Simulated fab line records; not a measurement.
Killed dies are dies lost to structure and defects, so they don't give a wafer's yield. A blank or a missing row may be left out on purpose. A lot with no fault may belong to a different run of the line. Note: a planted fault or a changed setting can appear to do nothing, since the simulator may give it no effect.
Which of the tools did it? | flow sky130 | Sampling: 6 lots, 17 wafers, 2 of 708 route steps

WHAT THE GAUGES READ, wafer by wafer
SKY_CAPM_THK_MEAS_01.
lot  | measured     | on            | CAPM_CVD_00_THK (nm)
L787 | day 38 10:58 | film-metro-02 | 16.05 16.47
L790 | day 39 05:22 | film-metro-02 | 16.18 16.14 16.39
L795 | day 40 19:50 | film-metro-03 | 15.17 15.26 14.85
L798 | day 41 14:48 | film-metro-03 | 15.44 15.38 15.56
L800 | day 42 03:43 | film-metro-01 | 15.43 15.56 15.63
L802 | day 42 13:13 | film-metro-03 | 15.30 15.46 15.46

WHAT TOOL EACH LOT RAN ON (gives the tool, then ch and the chambers of the sampled wafers, and finally the start)
lot  | SKY_METAL3_SPUTTER_01
L787 | pvd-sputter-02, day 38 10:47
L790 | pvd-sputter-02, day 39 05:11
L795 | pvd-sputter-03, day 40 19:40
L798 | pvd-sputter-02, day 41 14:38
L800 | pvd-sputter-04, day 42 03:34
L802 | pvd-sputter-02, day 42 13:02
- SKY_METAL3_SPUTTER_01: material TiN, target thk 20 nm, time 16.26 s.

THE ANSWER, worked out from the rows above alone
Rule: the lots themselves supply what counts as usual. Put in order of their means at a reading, lots are off if they are a third of the lots or fewer, leave a main group of 4 or more, and stand apart from it by a gap of 3 or more times the standard deviation of the main group's means; of several such gaps the widest counts. If all means in a main group match to the digits the tables above print for the reading, that group is not used. Also off: a lot with no number at a reading for which 4 or more lots have one. All remaining lots with rows at the step are treated as sound.
Off: L787, L790, seen at SKY_CAPM_THK_MEAS_01 (CAPM_CVD_00_THK). Mean 15.38 nm and standard deviation 0.17 in the main group.
If a tool, at a process step before that reading, ran all the lots that are off and no sound lot after the first of them, it fits. Those tools and the gauges at SKY_CAPM_THK_MEAS_01 are tried in the same way. One candidate fits, namely film-metro-02 at SKY_CAPM_THK_MEAS_01. It ran no sound lot before its first lot that is off in this sample, so the start can't be narrowed down.

WHAT THE SIMULATOR HAD INSERTED
Metrology matching offset: film-metro-02, from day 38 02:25 on, at SKY_CAPM_THK_MEAS_01. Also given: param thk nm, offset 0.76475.
Lots struck among those shown: L787, L790. Same finding as the rule above.
